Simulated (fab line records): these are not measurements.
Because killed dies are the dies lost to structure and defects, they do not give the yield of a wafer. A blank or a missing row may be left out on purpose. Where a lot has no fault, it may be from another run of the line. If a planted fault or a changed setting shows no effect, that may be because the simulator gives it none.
A struck lot beside a sound one | flow sky130 | 43 out of 708 route steps
Sound: wafers L760.1, L760.5, L760.6. Wafers struck: L777.1, L777.3, L777.5. The cause is named last.
For every step that has rows: the tool of each side, followed by ch and its chambers, followed by its first start. Under that, the readings that differ: sound wafers | struck wafers | difference of the means | sigmas: that difference in standard deviations of wafers without a fault.
alike: a reading whose means differ by less than 2 such deviations, as well as words and numbers matching on both sides. not compared: withheld readings; readings where some wafer has no value; bounds like >300 that might hide an equal value; numbers whose values overlap and for which the record gives no deviation.
A row with sigmas, a row that says differs or no value, or rows on one side alone: a step with any of these is where the two part. When numbers do not overlap yet have no deviation, they are printed without sigmas and do not part them. A reading that every wafer of one side lacks parts them only if that side has two wafers or more.

first, 1 step without rows for these wafers: SKY_LDD_P_IMPLANT_09.
SKY_LDD_P_STRIP_10: strips in O2/N2.
  sound on plasma-asher-01 ch 0,1, day 19 09:35; struck on plasma-asher-03 ch 0,1, day 25 14:17
  alike: chamber-pressure-mTorr, drypump-motor-current-A, oes-product-au, strip-time-to-endpoint-s
  not compared: rf-hours-counter-h
SKY_LDD_P_TW_MEAS_11:
  sound on film-metro-01, day 19 09:41; struck on film-metro-04, day 25 14:23
  alike: LDD_P_TW
then, 7 steps without rows for these wafers: SKY_LDD_HVN_DEHYDRATE_00 (time 60 s); SKY_LDD_HVN_HMDS_01 (prime time 60 s); SKY_LDD_HVN_COAT_02 (resist thk 300 nm); SKY_LDD_HVN_SOFTBAKE_03 (time 60 s); SKY_LDD_HVN_EXPOSE_04 (exposes mask HVNTM, target cd 700 nm); SKY_LDD_HVN_PEB_05; SKY_LDD_HVN_DEVELOP_06 (develop time 60 s).
SKY_LDD_HVN_OVL_MEAS_07:
  sound on overlay-02, day 20 16:02; struck on overlay-02, day 26 19:44
  alike: LDD_HVN_OVL
following that, these wafers have no rows for 1 step: SKY_LDD_HVN_IMPLANT_08.
SKY_LDD_HVN_STRIP_09: strips in O2/N2.
  sound on plasma-asher-03 ch 0,1, day 20 16:13; struck on plasma-asher-01 ch 0, day 26 19:55
  alike: chamber-pressure-mTorr, drypump-motor-current-A, oes-product-au, strip-time-to-endpoint-s
  not compared: rf-hours-counter-h
SKY_LDD_HVN_TW_MEAS_10:
  sound on film-metro-02, day 20 16:19; struck on film-metro-03, day 26 20:01
  alike: LDD_HVN_TW
then, 7 steps without rows for these wafers: SKY_LDD_HVP_DEHYDRATE_00 (time 60 s); SKY_LDD_HVP_HMDS_01 (prime time 60 s); SKY_LDD_HVP_COAT_02 (resist thk 300 nm); SKY_LDD_HVP_SOFTBAKE_03 (time 60 s); SKY_LDD_HVP_EXPOSE_04 (exposes mask HVPTM, target cd 700 nm); SKY_LDD_HVP_PEB_05; SKY_LDD_HVP_DEVELOP_06 (develop time 60 s).
SKY_LDD_HVP_OVL_MEAS_07:
  sound on overlay-01, day 21 22:30; struck on overlay-01, day 28 00:06
  alike: LDD_HVP_OVL
following that, these wafers have no rows for 1 step: SKY_LDD_HVP_IMPLANT_08.
SKY_LDD_HVP_STRIP_09: strips in O2/N2.
  sound on plasma-asher-03 ch 0,1, day 21 22:41; struck on plasma-asher-03 ch 0,1, day 28 00:17
  reading                      | sound             | struck            | difference | sigmas
  strip-time-to-endpoint-s (s) | 4.096 4.103 4.112 | 4.146 4.140 4.141 | +0.039     | +2
  alike: chamber-pressure-mTorr, drypump-motor-current-A, oes-product-au
  not compared: rf-hours-counter-h
SKY_LDD_HVP_TW_MEAS_10:
  sound on film-metro-02, day 21 22:47; struck on film-metro-03, day 28 00:23
  alike: LDD_HVP_TW
then, 7 steps without rows for these wafers: SKY_LDD_LDN_DEHYDRATE_00 (time 60 s); SKY_LDD_LDN_HMDS_01 (prime time 60 s); SKY_LDD_LDN_COAT_02 (resist thk 1140 nm); SKY_LDD_LDN_SOFTBAKE_03 (time 60 s); SKY_LDD_LDN_EXPOSE_04 (exposes mask LDNTM, target cd 700 nm); SKY_LDD_LDN_PEB_05; SKY_LDD_LDN_DEVELOP_06 (develop time 60 s).
SKY_LDD_LDN_OVL_MEAS_07:
  sound on overlay-02, day 23 05:38; struck on overlay-02, day 29 03:53
  alike: LDD_LDN_OVL
then, 4 steps without rows for these wafers: SKY_LDD_LDN_IMPLANT_08; SKY_LDD_LDN_IMPLANT_09; SKY_LDD_LDN_IMPLANT_10; SKY_LDD_LDN_IMPLANT_11.
SKY_LDD_LDN_STRIP_12: strips in O2/N2.
  sound on plasma-asher-01 ch 0,1, day 23 06:16; struck on plasma-asher-04 ch 0,1, day 29 04:31
  alike: chamber-pressure-mTorr, drypump-motor-current-A, oes-product-au, strip-time-to-endpoint-s
  not compared: rf-hours-counter-h
SKY_LDD_LDN_TW_MEAS_13:
  sound on film-metro-04, day 23 06:22; struck on film-metro-04, day 29 04:37
  alike: LDD_LDN_TW
then, 2 steps without rows for these wafers: SKY_LDD_LDN_CLEAN_14 (cleans in SC1/SC2, time 150 s); SKY_SPACER_CVD_00 (deposits Si3N4 from DCS/NH3, target thk 43.1 nm, time 740 s).
SKY_SPACER_THK_MEAS_01:
  sound on film-metro-03, day 23 07:41; struck on film-metro-03, day 29 06:36
  reading                | sound          | struck         | difference | sigmas
  SPACER_CVD_00_THK (nm) | 42.6 41.9 42.5 | 43.6 43.7 44.1 | +1.5       | +3
-- the record jumps here: 21 days lie between the struck wafers' starts before and after (it left off in module SPACER and takes up again in module PAD_OPEN, whose first step shown is number 708 of the route) --
SKY_PAD_OPEN_PROBE_99:
  sound on prober-02, day 45 22:56; struck on prober-02, day 49 21:58
  reading             | sound    | struck                                                                     | difference                   | sigmas
  hold                | - - -    | await-dispo/6.0h/release await-dispo/6.0h/release await-dispo/6.0h/release | no value on the sound wafers |
  killed-at-front-end | 24 8 20  | 61 61 64                                                                   | +45                          | +9
  killed-dies         | 82 88 86 | 119 112 116                                                                | +30                          | +3
  alike: killed_at_M0_to_M3, killed_at_M4_up, killed-at-contacts, killed-at-other, killed-open, killed-short

== WHERE THEY PART ==
At SKY_LDD_HVP_STRIP_09 first; at SKY_PAD_OPEN_PROBE_99 last (within this record only).

WHY: what the simulator had put in
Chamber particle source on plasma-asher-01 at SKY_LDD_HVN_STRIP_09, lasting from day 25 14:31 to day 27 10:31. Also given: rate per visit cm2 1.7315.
